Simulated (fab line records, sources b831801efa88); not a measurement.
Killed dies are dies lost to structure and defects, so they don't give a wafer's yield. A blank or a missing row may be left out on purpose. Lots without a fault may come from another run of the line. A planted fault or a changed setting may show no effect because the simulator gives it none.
Which tool did it? | flow gf180mcu | 10 lots, 30 wafers sampled, at 6 steps of a route of 602

WHAT THE GAUGES READ, wafer by wafer
GF_MIM_THK_MEAS_06.
lot  | measured     | on            | MIM_CVD_05_THK (nm)
L493 | day 24 10:22 | film_metro-03 | 42.1 43.1 42.4
L494 | day 24 21:58 | film_metro-04 | 42.1 42.4 42.6
L497 | day 26 00:04 | film_metro-04 | 42.3 41.5 42.8
L500 | day 26 18:11 | film_metro-03 | 41.7 42.0 42.5
L502 | day 27 14:38 | film_metro-03 | 41.2 41.7 42.6
L506 | day 28 19:01 | film_metro-04 | 42.0 42.8 42.4
L512 | day 30 12:19 | film_metro-04 | 41.9 42.4 42.9
L513 | day 30 18:02 | film_metro-01 | 41.6 42.3 41.9
L514 | day 30 22:40 | film_metro-04 | 41.4 42.6 42.2
L516 | day 31 10:04 | film_metro-01 | 41.6 42.1 42.8

GF_MIM_RS_MEAS_10: measures by four-point-probe.
lot  | measured     | on            | MIM_ALCU_RS (ohm/sq)
L493 | day 24 10:32 | film_metro-04 | 0.1592 0.1580 0.1574
L494 | day 24 22:09 | film_metro-03 | 0.1593 0.1579 0.1572
L497 | day 26 00:15 | film_metro-03 | 0.1611 0.1603 0.1604
L500 | day 26 18:20 | film_metro-01 | 0.1590 0.1601 0.1583
L502 | day 27 14:49 | film_metro-04 | 0.1604 0.1612 0.1624
L506 | day 28 19:11 | film_metro-01 | 0.1583 0.1596 0.1591
L512 | day 30 12:29 | film_metro-03 | 0.1602 0.1593 0.1599
L513 | day 30 18:11 | film_metro-04 | 0.2064 0.1588 0.1600
L514 | day 30 22:50 | film_metro-03 | 0.2043 0.1585 0.2079
L516 | day 31 10:15 | film_metro-03 | 0.1596 0.1601 0.2077

GF_MIM_THK_MEAS_11: measures by xrf.
lot  | measured     | on            | MIM_ALCU_THK (nm)
L493 | day 24 10:39 | film_metro-04 | 202.4 202.9 203.4
L494 | day 24 22:15 | film_metro-03 | 202.8 204.0 204.9
L497 | day 26 00:22 | film_metro-03 | 199.7 200.5 202.4
L500 | day 26 18:28 | film_metro-01 | 203.6 201.7 202.8
L502 | day 27 14:55 | film_metro-04 | 199.1 199.0 197.7
L506 | day 28 19:18 | film_metro-01 | 203.3 202.7 204.5
L512 | day 30 12:35 | film_metro-03 | 200.2 201.3 201.4
L513 | day 30 18:19 | film_metro-04 | 157.6 203.1 200.7
L514 | day 30 22:57 | film_metro-03 | 159.2 202.0 157.1
L516 | day 31 10:21 | film_metro-03 | 200.6 200.2 156.1

WHICH TOOL RAN EACH LOT (tool, then ch and the chambers of the sampled wafers, then the start)
lot  | GF_MIM_SPUTTER_04            | GF_MIM_SPUTTER_08            | GF_MIM_SPUTTER_09
L493 | pvd_sputter-02, day 24 10:18 | pvd_sputter-03, day 24 10:29 | pvd_sputter-03, day 24 10:30
L494 | pvd_sputter-01, day 24 21:53 | pvd_sputter-03, day 24 22:04 | pvd_sputter-03, day 24 22:05
L497 | pvd_sputter-02, day 26 00:00 | pvd_sputter-01, day 26 00:11 | pvd_sputter-01, day 26 00:13
L500 | pvd_sputter-01, day 26 18:07 | pvd_sputter-02, day 26 18:17 | pvd_sputter-02, day 26 18:19
L502 | pvd_sputter-01, day 27 14:32 | pvd_sputter-02, day 27 14:43 | pvd_sputter-02, day 27 14:44
L506 | pvd_sputter-03, day 28 18:57 | pvd_sputter-02, day 28 19:07 | pvd_sputter-02, day 28 19:09
L512 | pvd_sputter-01, day 30 12:13 | pvd_sputter-03, day 30 12:24 | pvd_sputter-03, day 30 12:25
L513 | pvd_sputter-02, day 30 17:58 | pvd_sputter-03, day 30 18:08 | pvd_sputter-03, day 30 18:10
L514 | pvd_sputter-01, day 30 22:36 | pvd_sputter-03, day 30 22:47 | pvd_sputter-03, day 30 22:48
L516 | pvd_sputter-02, day 31 09:59 | pvd_sputter-03, day 31 10:10 | pvd_sputter-03, day 31 10:11
- GF_MIM_SPUTTER_04: material TiN, target thk 50 nm, time 41.7 s.
- GF_MIM_SPUTTER_08: material AlCu, target thk 200 nm, time 10.6 s.
- GF_MIM_SPUTTER_09: material TiN, target thk 35 nm, time 29.2 s.

WHAT THE TOOLS THEMSELVES READ (means of the sampled wafers that have a number; where no wafer has one, the mark that the record gives instead)
GF_MIM_SPUTTER_04.
lot  | tool           | chamber_pressure_pa (Pa) | throttle_valve_pct (%)
L493 | pvd_sputter-02 | 0.3997                   | 29.6
L494 | pvd_sputter-01 | 0.3996                   | 29.5
L497 | pvd_sputter-02 | 0.4004                   | 30.2
L500 | pvd_sputter-01 | 0.3997                   | 29.7
L502 | pvd_sputter-01 | 0.4004                   | 29.8
L506 | pvd_sputter-03 | 0.4009                   | 30.6
L512 | pvd_sputter-01 | 0.3998                   | 30.1
L513 | pvd_sputter-02 | 0.3999                   | 30.1
L514 | pvd_sputter-01 | 0.3996                   | 30.2
L516 | pvd_sputter-02 | 0.4003                   | 29.9

GF_MIM_SPUTTER_08.
lot  | tool           | chamber_pressure_pa (Pa) | throttle_valve_pct (%)
L493 | pvd_sputter-03 | 0.3993                   | 29.6
L494 | pvd_sputter-03 | 0.4000                   | 29.8
L497 | pvd_sputter-01 | 0.4001                   | 29.5
L500 | pvd_sputter-02 | 0.4000                   | 30.1
L502 | pvd_sputter-02 | 0.4010                   | 30.3
L506 | pvd_sputter-02 | 0.4004                   | 29.9
L512 | pvd_sputter-03 | 0.4002                   | 31.2
L513 | pvd_sputter-03 | 0.3993                   | 29.9
L514 | pvd_sputter-03 | 0.4010                   | 29.9
L516 | pvd_sputter-03 | 0.4008                   | 29.1

GF_MIM_SPUTTER_09.
lot  | tool           | chamber_pressure_pa (Pa) | throttle_valve_pct (%)
L493 | pvd_sputter-03 | 0.3994                   | 29.8
L494 | pvd_sputter-03 | 0.4006                   | 29.9
L497 | pvd_sputter-01 | 0.4006                   | 29.4
L500 | pvd_sputter-02 | 0.4006                   | 30.0
L502 | pvd_sputter-02 | 0.3991                   | 30.1
L506 | pvd_sputter-02 | 0.3996                   | 30.2
L512 | pvd_sputter-03 | 0.4002                   | 30.8
L513 | pvd_sputter-03 | 0.4007                   | 29.8
L514 | pvd_sputter-03 | 0.4010                   | 29.9
L516 | pvd_sputter-03 | 0.4004                   | 29.3

THE ANSWER, worked out from the rows above alone
Rule: what is usual is taken from the lots themselves. Put in order of their means at a reading, lots are off if they are a third of the lots or fewer, leave a main group of 4 or more, and stand apart from it by a gap of 3 or more times the standard deviation of the main group's means; of several such gaps the widest counts. A main group whose means are all the same, to the digits that the tables above print for the reading, isn't used. A lot without any number at a reading at which 4 lots or more have one is off too. The other lots that the step has rows for count as sound. The gauges are gone through in route order, then the tools' own readings, and for those a lot's mean is taken as printed above. The first step at which some lot is off is used, and at that step the reading that is off furthest; a lot without a number counts as furthest.
Off: L513, L514, L516, at GF_MIM_RS_MEAS_10 (MIM_ALCU_RS). The main group: mean 0.1595 ohm/sq, standard deviation 0.0011.
A tool fits if, at a process step before that reading, it ran every lot that is off, and no sound lot after the first of them. The gauges at GF_MIM_RS_MEAS_10 are tried like those tools. One fits: pvd_sputter-03 at GF_MIM_SPUTTER_08 and GF_MIM_SPUTTER_09. At GF_MIM_SPUTTER_08 its last sound lot is L512 (day 30 12:24), its first lot that is off L513 (day 30 18:08): a fault that began between those two fits.

WHAT THE SIMULATOR HAD PUT IN
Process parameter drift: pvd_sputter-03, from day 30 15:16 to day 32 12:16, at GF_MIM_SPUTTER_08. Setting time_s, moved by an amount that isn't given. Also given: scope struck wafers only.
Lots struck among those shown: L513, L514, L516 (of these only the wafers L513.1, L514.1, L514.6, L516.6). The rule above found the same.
